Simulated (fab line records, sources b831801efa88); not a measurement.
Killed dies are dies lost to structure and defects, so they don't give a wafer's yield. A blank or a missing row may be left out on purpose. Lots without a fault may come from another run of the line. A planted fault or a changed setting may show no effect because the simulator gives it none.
Chamber matching | flow sky130 | SKY_LI_CONTACT_CMP_02 on cmp-01: 4 sister chambers
The step polishes PSG. 4 wafers are shown with their chamber, then 7 later ones without.

WAFERS WITH THEIR CHAMBER
wafer  | chamber | motor_current_A (A)
L992.1 | 2       | 12.8
L992.4 | 0       | 11.6
L104.2 | 1       | 13.6
L104.4 | 3       | 11.3

WAFERS WITHOUT THEIR CHAMBER
wafer  | motor_current_A (A)
L104.5 | 13.2
L105.2 | 12.2
L105.4 | 11.2
L105.5 | 12.3
L106.1 | 11.0
L106.3 | 12.3
L106.6 | 11.6

WHICH CHAMBER EACH WENT THROUGH
wafer  | from the rows above               | in truth
L104.5 | can't be placed: 2 or 1           | 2
L105.2 | can't be placed: 0 or 2 or 3      | 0
L105.4 | can't be placed: 3 or 0           | 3
L105.5 | can't be placed: 2 or 0 or 3 or 1 | 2
L106.1 | can't be placed: 3 or 0           | 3
L106.3 | can't be placed: 2 or 0 or 3 or 1 | 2
L106.6 | can't be placed: 0 or 3           | 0
Placed correctly: 0 of 7. Can't be placed from these rows: 7 (the true chamber is among the candidates in 7). Placed wrongly: 0.
How it was worked out, from the rows above alone: a wafer's distance from a chamber is the root of the sum, over the readings, of the square of ((its reading less the chamber's mean) divided by the reading's scatter). The wafer belongs to the nearest chamber; if the next one is less than 2 further off, it can't be placed. A chamber's mean is the mean of its shown wafers. The scatter: with one shown wafer a chamber, the root of the mean of the squares of how far each hidden wafer lies from its nearest shown one.
